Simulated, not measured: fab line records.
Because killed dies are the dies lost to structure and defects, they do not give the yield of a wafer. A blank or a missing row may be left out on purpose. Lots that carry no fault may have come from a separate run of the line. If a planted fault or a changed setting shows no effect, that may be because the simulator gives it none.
Which tool is to blame?    flow sfqLine    Sampling: 14 lots, 42 wafers, 6 of 325 route steps

## WHAT THE GAUGES SHOWED, per wafer
SFQ_M1_RS_MEAS_909: measures by four-point-probe. Usual: M1_NB_RS typically reads 0.889 ohm/sq, with standard deviation 0.0093.
lot   measured      on            M1_NB_RS (ohm/sq)  flag
L539  day 17 05:16  filmMetro-03  0.897 0.890 0.895  
L540  day 17 19:20  filmMetro-04  0.899 0.889 0.882  
L541  day 18 21:26  filmMetro-01  0.891 0.886 0.892  
L545  day 20 05:50  filmMetro-01  0.897 0.890 0.899  
L550  day 23 04:59  filmMetro-01  0.883 0.504 0.871  OFF
L551  day 23 09:47  filmMetro-03  0.892 0.884 0.508  OFF
L553  day 24 00:12  filmMetro-03  0.874 0.873 0.884  
L554  day 24 13:22  filmMetro-04  0.880 0.880 0.877  
L555  day 25 05:13  filmMetro-04  0.890 0.892 0.889  
L558  day 25 23:14  filmMetro-01  0.873 0.899 0.879  
L559  day 26 07:35  filmMetro-04  0.901 0.900 0.874  
L560  day 26 16:01  filmMetro-03  0.883 0.872 0.883  
L561  day 26 23:13  filmMetro-01  0.906 0.880 0.881  
L562  day 27 10:13  filmMetro-03  0.867 0.890 0.906  

SFQ_I1_OVL_MEAS_913. Usual: I1_OVL typically reads 0 nm, with standard deviation 5.7.
lot   measured      on          I1_OVL (nm)  flag
L539  day 24 06:17  overlay-02  -7 -4 -5     
L540  day 24 15:02  overlay-02  2 -4 1       
L541  day 26 16:11  overlay-02  6 1 3        
L545  day 33 01:47  overlay-01  1 2 5        
L550  day 35 03:07  overlay-02  -3 -5 -4     
L551  day 35 07:43  overlay-02  4 2 1        
L553  day 35 18:46  overlay-02  -4 -6 0      
L554  day 36 04:59  overlay-02  -11 -7 -10   
L555  day 36 20:43  overlay-02  4 -5 2       
L558  day 37 20:43  overlay-02  14 15 3      
L559  day 38 05:07  overlay-02  4 3 4        
L560  day 38 17:07  overlay-01  4 4 2        
L561  day 38 20:43  overlay-01  6 5 12       
L562  day 39 08:58  overlay-01  8 2 8        

## WHAT TOOL EACH LOT RAN ON (gives the tool, then ch and the chambers of the sampled wafers, and finally the start)
lot   SFQ_TRILAYER_L0_ETCH_METAL_ETCH_008  SFQ_TRILAYER_M1_DEP_SPUTTER_037  SFQ_TRILAYER_M1_ETCH_METAL_ETCH_042  SFQ_TRILAYER_M1_STRIP_STRIP_043
L539  rieMetal-04 ch 0,1, day 4 07:07      pvdSputter-03, day 17 05:07      rieMetal-03 ch 0,1, day 17 08:14     rieMetal-03 ch 0,1, day 17 08:31
L540  rieMetal-03 ch 0,1, day 4 13:05      pvdSputter-03, day 17 19:14      rieMetal-01 ch 1, day 17 22:02       rieMetal-01 ch 1, day 17 22:17
L541  rieMetal-03 ch 0,1, day 4 21:29      pvdSputter-05, day 18 21:20      rieMetal-04 ch 1, day 25 18:40       rieMetal-04 ch 1, day 25 18:55
L545  rieMetal-04 ch 0,1, day 5 22:58      pvdSputter-03, day 20 05:44      rieMetal-04 ch 0,1, day 26 17:24     rieMetal-04 ch 0,1, day 26 17:32
L550  rieMetal-01 ch 0,1, day 7 03:41      pvdSputter-05, day 23 04:52      rieMetal-03 ch 0,1, day 28 19:29     rieMetal-03 ch 0,1, day 28 19:37
L551  rieMetal-01 ch 0, day 7 08:29        pvdSputter-05, day 23 09:40      rieMetal-03 ch 0,1, day 29 02:55     rieMetal-03 ch 0,1, day 29 03:02
L553  rieMetal-01 ch 0,1, day 7 18:06      pvdSputter-04, day 24 00:04      rieMetal-03 ch 0,1, day 29 13:46     rieMetal-03 ch 0,1, day 29 14:02
L554  rieMetal-03 ch 0,1, day 8 02:02      pvdSputter-03, day 24 13:16      rieMetal-03 ch 0,1, day 30 02:55     rieMetal-03 ch 0,1, day 30 03:02
L555  rieMetal-04 ch 1, day 8 06:50        pvdSputter-03, day 25 05:06      rieMetal-01 ch 0,1, day 30 18:31     rieMetal-01 ch 0,1, day 30 18:38
L558  rieMetal-03 ch 0,1, day 9 05:46      pvdSputter-04, day 25 23:06      rieMetal-03 ch 0,1, day 31 20:58     rieMetal-03 ch 0,1, day 31 21:14
L559  rieMetal-04 ch 0,1, day 9 11:46      pvdSputter-04, day 26 07:30      rieMetal-03 ch 0,1, day 32 06:31     rieMetal-03 ch 0,1, day 32 06:38
L560  rieMetal-04 ch 0,1, day 9 20:10      pvdSputter-05, day 26 15:54      rieMetal-04 ch 0, day 32 15:05       rieMetal-04 ch 0, day 32 15:13
L561  rieMetal-04 ch 0,1, day 10 03:52     pvdSputter-04, day 26 23:06      rieMetal-04 ch 0,1, day 32 19:53     rieMetal-04 ch 0,1, day 32 20:01
L562  rieMetal-04 ch 0,1, day 10 08:40     pvdSputter-04, day 27 10:07      rieMetal-03 ch 0,1, day 33 06:41     rieMetal-03 ch 0,1, day 33 06:49
- SFQ_TRILAYER_L0_ETCH_METAL_ETCH_008: etches MoNx KI in SF6/O2, stops on SiO2, target depth 50 nm, time 25 s.
- SFQ_TRILAYER_M1_DEP_SPUTTER_037: material Nb, target thk 200 nm, time 133.3 s.
- SFQ_TRILAYER_M1_ETCH_METAL_ETCH_042: etches Nb in Cl2/Ar, stops on SiO2, target depth 240 nm, time 120 s.
- SFQ_TRILAYER_M1_STRIP_STRIP_043: strips in O2.

## AS READ BY THE TOOLS THEMSELVES (means over the sampled wafers that have a number; for cases with no such wafer, the mark the record gives instead)
SFQ_TRILAYER_L0_ETCH_METAL_ETCH_008. Usual: drypumpMotorCurrentA 5.5 A, standard deviation 0.38; oesProductAu 0.873 a.u., standard deviation 0.007.
lot   tool         drypumpMotorCurrentA (A)  oesProductAu (a.u.)  flag
L539  rieMetal-04  5.6                       0.878                
L540  rieMetal-03  5.3                       0.874                
L541  rieMetal-03  5.2                       0.876                
L545  rieMetal-04  5.6                       0.875                
L550  rieMetal-01  5.7                       0.878                
L551  rieMetal-01  5.2                       0.870                
L553  rieMetal-01  5.7                       0.866                
L554  rieMetal-03  5.2                       0.877                
L555  rieMetal-04  5.6                       0.872                
L558  rieMetal-03  5.7                       0.863                
L559  rieMetal-04  5.6                       0.864                
L560  rieMetal-04  5.6                       0.877                
L561  rieMetal-04  5.6                       0.873                
L562  rieMetal-04  5.6                       0.877                

SFQ_TRILAYER_M1_DEP_SPUTTER_037. Usual: 30.1 % for throttleValvePct, sd 0.67.
lot   tool           throttleValvePct (%)  flag
L539  pvdSputter-03  30.5                  
L540  pvdSputter-03  30.6                  
L541  pvdSputter-05  29.7                  
L545  pvdSputter-03  30.3                  
L550  pvdSputter-05  29.5                  
L551  pvdSputter-05  30.3                  
L553  pvdSputter-04  30.2                  
L554  pvdSputter-03  30.8                  
L555  pvdSputter-03  30.3                  
L558  pvdSputter-04  29.1                  
L559  pvdSputter-04  29.2                  
L560  pvdSputter-05  29.6                  
L561  pvdSputter-04  29.9                  
L562  pvdSputter-04  29.8                  

SFQ_TRILAYER_M1_ETCH_METAL_ETCH_042. Usual: drypumpMotorCurrentA 5.6 A, standard deviation 0.52; oesProductAu 0.894 a.u., standard deviation 0.0075.
lot   tool         drypumpMotorCurrentA (A)  oesProductAu (a.u.)  flag
L539  rieMetal-03  5.2                       0.890                
L540  rieMetal-01  6.0                       0.893                
L541  rieMetal-04  5.7                       0.889                
L545  rieMetal-04  5.6                       0.892                
L550  rieMetal-03  5.2                       0.936                OFF
L551  rieMetal-03  5.7                       0.931                OFF
L553  rieMetal-03  5.7                       0.896                
L554  rieMetal-03  5.2                       0.905                
L555  rieMetal-01  5.5                       0.899                
L558  rieMetal-03  5.3                       0.900                
L559  rieMetal-03  5.3                       0.894                
L560  rieMetal-04  5.6                       0.897                
L561  rieMetal-04  5.7                       0.891                
L562  rieMetal-03  5.3                       0.896                

SFQ_TRILAYER_M1_STRIP_STRIP_043. Usual: drypumpMotorCurrentA 5.6 A, standard deviation 0.52; oesProductAu 1.000 a.u., standard deviation 0.0086.
lot   tool         drypumpMotorCurrentA (A)  oesProductAu (a.u.)  flag
L539  rieMetal-03  5.2                       1.010                
L540  rieMetal-01  6.0                       0.988                
L541  rieMetal-04  5.7                       1.005                
L545  rieMetal-04  5.6                       1.010                
L550  rieMetal-03  5.2                       1.013                
L551  rieMetal-03  5.7                       1.007                
L553  rieMetal-03  5.7                       0.994                
L554  rieMetal-03  5.3                       1.011                
L555  rieMetal-01  5.5                       0.994                
L558  rieMetal-03  5.2                       1.005                
L559  rieMetal-03  5.3                       0.999                
L560  rieMetal-04  5.6                       0.996                
L561  rieMetal-04  5.6                       0.989                
L562  rieMetal-03  5.3                       0.996                

## THE ANSWER, worked out from the rows above alone
Rule: a lot counts as off when the mean over its wafers that have a number is more than 3 standard deviations away from the usual mean. A lot without any number at a reading at which 4 lots or more have one is off too. All remaining lots with rows at the step are treated as sound. Order of review: gauges by route order, followed by the tools' own readings, for which a lot's mean as printed above is used. At the first step where some lot is off, the reading lying furthest off is the one used; lots without a number count as furthest.
Off: L550, L551, at SFQ_M1_RS_MEAS_909 (M1_NB_RS).
If a tool, at a process step before that reading, ran all the lots that are off and no sound lot after the first of them, it fits. Not tried: the gauges at SFQ_M1_RS_MEAS_909; whatever is off there is also off at SFQ_TRILAYER_M1_ETCH_METAL_ETCH_042, on other tools, and gauge error can't account for it. None of those tried fits.

## WHAT THE SIMULATOR HAD INSERTED
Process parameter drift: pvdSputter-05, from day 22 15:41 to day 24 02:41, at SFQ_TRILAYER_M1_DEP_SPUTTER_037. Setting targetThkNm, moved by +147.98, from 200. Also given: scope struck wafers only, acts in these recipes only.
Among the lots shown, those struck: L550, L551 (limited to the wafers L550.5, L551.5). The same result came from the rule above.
